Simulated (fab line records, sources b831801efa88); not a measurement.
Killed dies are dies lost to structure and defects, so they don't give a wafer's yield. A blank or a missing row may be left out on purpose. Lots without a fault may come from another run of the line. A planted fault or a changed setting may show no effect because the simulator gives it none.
Chamber matching | flow gf180mcu | GF_V3_ETCH_16 on rie_diel-02: 4 sister chambers
The step etches BARC in N2/H2. 14 wafers are shown with their chamber, then 7 later ones without.

WAFERS WITH THEIR CHAMBER
wafer  | chamber | drypump_motor_current_A (A) | oes_product_au (a.u.) | h2_flow_sccm (sccm)
L074.1 | 2       | 6.7                         | 0.860                 | 199.2
L074.4 | 1       | 6.5                         | 0.856                 | 200.4
L074.5 | 3       | 5.2                         | 0.858                 | 200.1
L077.1 | 1       | 6.5                         | 0.855                 | 200.5
L077.2 | 2       | 6.7                         | 0.858                 | 200.4
L077.4 | 2       | 6.7                         | 0.858                 | 199.3
L081.1 | 3       | 5.2                         | 0.853                 | 199.3
L081.2 | 1       | 6.5                         | 0.855                 | 199.8
L081.3 | 2       | 6.7                         | 0.862                 | 201.1
L082.1 | 1       | 6.5                         | 0.851                 | 200.1
L082.5 | 3       | 5.1                         | 0.854                 | 199.0
L082.6 | 1       | 6.5                         | 0.850                 | 200.3
L084.1 | 0       | 6.0                         | 0.854                 | 200.2
L084.4 | 2       | 6.7                         | 0.858                 | 199.3

SIGNATURES (means of the wafers above)
reading                 | chamber 0 | chamber 1 | chamber 2 | chamber 3 | scatter within a chamber
drypump_motor_current_A | 6.000     | 6.500     | 6.700     | 5.167     | 0.0258
oes_product_au          | 0.85400   | 0.85340   | 0.85920   | 0.85500   | 0.00237
h2_flow_sccm            | 200.200   | 200.220   | 199.860   | 199.467   | 0.62
Rule: a wafer's distance from a chamber is the root of the sum, over the readings, of the square of ((its reading less the chamber's mean) divided by the reading's scatter). The wafer belongs to the nearest chamber; if the next one is less than 2 further off, it can't be placed. The scatter: the root of (the sum of the squares of (reading less its chamber's mean) over the shown wafers, divided by (wafers less chambers)).

WAFERS WITHOUT THEIR CHAMBER
wafer  | drypump_motor_current_A (A) | oes_product_au (a.u.) | h2_flow_sccm (sccm)
L084.5 | 6.7                         | 0.860                 | 199.5
L095.2 | 6.5                         | 0.856                 | 199.5
L095.4 | 5.9                         | 0.850                 | 199.7
L095.6 | 6.6                         | 0.853                 | 200.6
L096.1 | 6.5                         | 0.859                 | 200.7
L096.3 | 6.7                         | 0.859                 | 200.7
L096.5 | 6.6                         | 0.858                 | 200.4

WHICH CHAMBER EACH WENT THROUGH
wafer  | from the rows above     | in truth
L084.5 | 2                       | 2
L095.2 | 1                       | 1
L095.4 | 0                       | 0
L095.6 | can't be placed: 1 or 2 | 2
L096.1 | 1                       | 1
L096.3 | 2                       | 2
L096.5 | can't be placed: 2 or 1 | 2
Placed correctly: 5 of 7. Can't be placed from these rows: 2 (the true chamber is among the candidates in 2). Placed wrongly: 0.
